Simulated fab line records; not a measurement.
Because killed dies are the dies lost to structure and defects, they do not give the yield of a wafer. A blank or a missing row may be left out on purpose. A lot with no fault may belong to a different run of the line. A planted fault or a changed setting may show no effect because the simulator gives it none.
Which tool did it? + flow gf180mcu + 39 wafers from 13 lots sampled at 5 of the route's 602 steps

WHAT THE GAUGES SHOWED, per wafer
GF_NSD_OVL_MEAS_08.
| lot  | measured     | on         | NSD_OVL (nm)  |
|------|--------------|------------|---------------|
| L952 | day 13 16:37 | overlay-02 | 0.0 0.0 0.9   |
| L956 | day 15 03:28 | overlay-02 | 2.9 2.0 2.6   |
| L957 | day 15 05:58 | overlay-01 | 2.6 2.4 2.3   |
| L958 | day 15 13:55 | overlay-02 | 2.4 1.1 1.9   |
| L959 | day 15 23:34 | overlay-01 | 3.3 3.9 4.5   |
| L960 | day 16 09:14 | overlay-01 | 3.5 3.6 4.1   |
| L963 | day 17 08:04 | overlay-01 | 1.7 4.5 1.5   |
| L964 | day 18 00:46 | overlay-02 | 1.3 2.0 2.2   |
| L969 | day 19 22:19 | overlay-02 | 2.1 0.7 0.0   |
| L970 | day 20 02:46 | overlay-02 | -0.4 -0.7 0.3 |
| L971 | day 20 13:55 | overlay-01 | 1.9 1.7 2.0   |
| L973 | day 20 21:14 | overlay-01 | 1.2 1.6 3.7   |
| L974 | day 21 06:07 | overlay-01 | 4.8 2.7 2.9   |

GF_NSD_TW_MEAS_12.
| lot  | measured     | on            | NSD_TW         |
|------|--------------|---------------|----------------|
| L952 | day 13 17:03 | film-metro-04 | 4263 4282 4272 |
| L956 | day 15 03:54 | film-metro-01 | 4241 4265 4276 |
| L957 | day 15 06:24 | film-metro-01 | 4278 4259 4262 |
| L958 | day 15 14:21 | film-metro-02 | 4292 4288 4317 |
| L959 | day 16 00:00 | film-metro-04 | 4235 4262 4261 |
| L960 | day 16 09:40 | film-metro-01 | 4259 4272 4265 |
| L963 | day 17 08:31 | film-metro-01 | 4269 4312 4320 |
| L964 | day 18 01:12 | film-metro-02 | 4298 4285 4279 |
| L969 | day 19 22:45 | film-metro-04 | 4294 4274 4284 |
| L970 | day 20 03:13 | film-metro-01 | 4243 4267 4274 |
| L971 | day 20 14:22 | film-metro-02 | 4307 4293 4319 |
| L973 | day 20 21:41 | film-metro-04 | 4252 4230 4254 |
| L974 | day 21 06:33 | film-metro-04 | 4237 4259 4260 |

GF_SALICIDE_THK_MEAS_05: measures by xrf.
| lot  | measured     | on            | SALICIDE_TIN_THK (nm) |
|------|--------------|---------------|-----------------------|
| L952 | day 15 12:14 | film-metro-01 | 19.57 19.85 19.89     |
| L956 | day 17 01:52 | film-metro-01 | 19.73 19.73 19.83     |
| L957 | day 17 04:11 | film-metro-01 | 19.38 19.77 19.45     |
| L958 | day 17 12:11 | film-metro-04 | 19.88 20.33 19.97     |
| L959 | day 17 22:44 | film-metro-04 | 20.08 19.94 20.16     |
| L960 | day 18 08:55 | film-metro-01 | 19.88 20.04 21.32     |
| L963 | day 19 09:34 | film-metro-04 | 21.44 19.90 21.65     |
| L964 | day 20 02:43 | film-metro-04 | 19.46 19.67 19.52     |
| L969 | day 21 23:47 | film-metro-01 | 19.86 19.72 19.91     |
| L970 | day 22 04:16 | film-metro-03 | 20.11 20.01 20.15     |
| L971 | day 22 15:01 | film-metro-04 | 19.64 19.48 19.06     |
| L973 | day 22 21:09 | film-metro-01 | 19.96 20.06 20.16     |
| L974 | day 23 06:16 | film-metro-03 | 20.17 19.92 19.90     |

WHAT TOOL EACH LOT RAN ON (gives the tool, then ch and the chambers of the sampled wafers, and finally the start)
| lot  | GF_SAB_ETCH_11                     | GF_SALICIDE_SPUTTER_03       |
|------|------------------------------------|------------------------------|
| L952 | rie-diel-01 ch 1,2,3, day 15 11:43 | pvd-sputter-02, day 15 12:05 |
| L956 | rie-diel-04 ch 1,2,3, day 17 01:21 | pvd-sputter-01, day 17 01:43 |
| L957 | rie-diel-04 ch 1,2,3, day 17 03:40 | pvd-sputter-02, day 17 04:02 |
| L958 | rie-diel-01 ch 0,1,3, day 17 11:39 | pvd-sputter-02, day 17 12:02 |
| L959 | rie-diel-04 ch 0,1,2, day 17 22:12 | pvd-sputter-02, day 17 22:36 |
| L960 | rie-diel-02 ch 0,1,2, day 18 08:24 | pvd-sputter-02, day 18 08:46 |
| L963 | rie-diel-04 ch 0,1,2, day 19 09:04 | pvd-sputter-02, day 19 09:25 |
| L964 | rie-diel-02 ch 0,2, day 20 02:13   | pvd-sputter-04, day 20 02:34 |
| L969 | rie-diel-02 ch 0,1,3, day 21 23:12 | pvd-sputter-01, day 21 23:37 |
| L970 | rie-diel-01 ch 0,2,3, day 22 03:45 | pvd-sputter-01, day 22 04:07 |
| L971 | rie-diel-02 ch 2,3, day 22 14:27   | pvd-sputter-04, day 22 14:52 |
| L973 | rie-diel-02 ch 0,3, day 22 20:36   | pvd-sputter-02, day 22 20:58 |
| L974 | rie-diel-01 ch 0,2, day 23 05:45   | pvd-sputter-02, day 23 06:07 |
- GF_SAB_ETCH_11: etches SiO2 in C4F8/O2/Ar, target depth 55 nm, time 8.633 s.
- GF_SALICIDE_SPUTTER_03: material TiN, target thk 20 nm, time 16.7 s.

AS READ BY THE TOOLS THEMSELVES (means over the sampled wafers that have a number; for cases with no such wafer, the mark the record gives instead)
GF_SAB_ETCH_11.
| lot  | tool        | oes-product-au (a.u.) |
|------|-------------|-----------------------|
| L952 | rie-diel-01 | 1.001                 |
| L956 | rie-diel-04 | 1.002                 |
| L957 | rie-diel-04 | 0.994                 |
| L958 | rie-diel-01 | 1.012                 |
| L959 | rie-diel-04 | 1.005                 |
| L960 | rie-diel-02 | 1.001                 |
| L963 | rie-diel-04 | 1.005                 |
| L964 | rie-diel-02 | 1.008                 |
| L969 | rie-diel-02 | 0.995                 |
| L970 | rie-diel-01 | 0.995                 |
| L971 | rie-diel-02 | 1.001                 |
| L973 | rie-diel-02 | 1.005                 |
| L974 | rie-diel-01 | 1.000                 |

GF_SALICIDE_SPUTTER_03.
| lot  | tool           | chamber-pressure-pa (Pa) | throttle-valve-pct (%) |
|------|----------------|--------------------------|------------------------|
| L952 | pvd-sputter-02 | 0.3997                   | 29.6                   |
| L956 | pvd-sputter-01 | 0.4002                   | 31.4                   |
| L957 | pvd-sputter-02 | 0.4001                   | 29.5                   |
| L958 | pvd-sputter-02 | 0.3997                   | 29.6                   |
| L959 | pvd-sputter-02 | 0.4007                   | 30.0                   |
| L960 | pvd-sputter-02 | 0.4003                   | 29.6                   |
| L963 | pvd-sputter-02 | 0.3995                   | 29.5                   |
| L964 | pvd-sputter-04 | 0.4006                   | 30.5                   |
| L969 | pvd-sputter-01 | 0.4010                   | 30.5                   |
| L970 | pvd-sputter-01 | 0.3994                   | 31.0                   |
| L971 | pvd-sputter-04 | 0.4001                   | 30.4                   |
| L973 | pvd-sputter-02 | 0.3991                   | 30.1                   |
| L974 | pvd-sputter-02 | 0.3997                   | 29.4                   |

THE ANSWER, worked out from the rows above alone
Rule: usual is defined by the lots themselves. Put in order of their means at a reading, lots are off if they are a third of the lots or fewer, leave a main group of 4 or more, and stand apart from it by a gap of 3 or more times the standard deviation of the main group's means; of several such gaps the widest counts. A main group whose means are all the same, to the digits that the tables above print for the reading, isn't used. Also off: a lot with no number at a reading for which 4 or more lots have one. Where the step has rows for the other lots, those lots are counted as sound. Order of review: gauges by route order, followed by the tools' own readings, for which a lot's mean as printed above is used. At the first step where some lot is off, the reading lying furthest off is the one used; lots without a number count as furthest.
Nothing can be told from this: no lot is off at any reading shown.

WHAT WAS PUT IN BY THE SIMULATOR
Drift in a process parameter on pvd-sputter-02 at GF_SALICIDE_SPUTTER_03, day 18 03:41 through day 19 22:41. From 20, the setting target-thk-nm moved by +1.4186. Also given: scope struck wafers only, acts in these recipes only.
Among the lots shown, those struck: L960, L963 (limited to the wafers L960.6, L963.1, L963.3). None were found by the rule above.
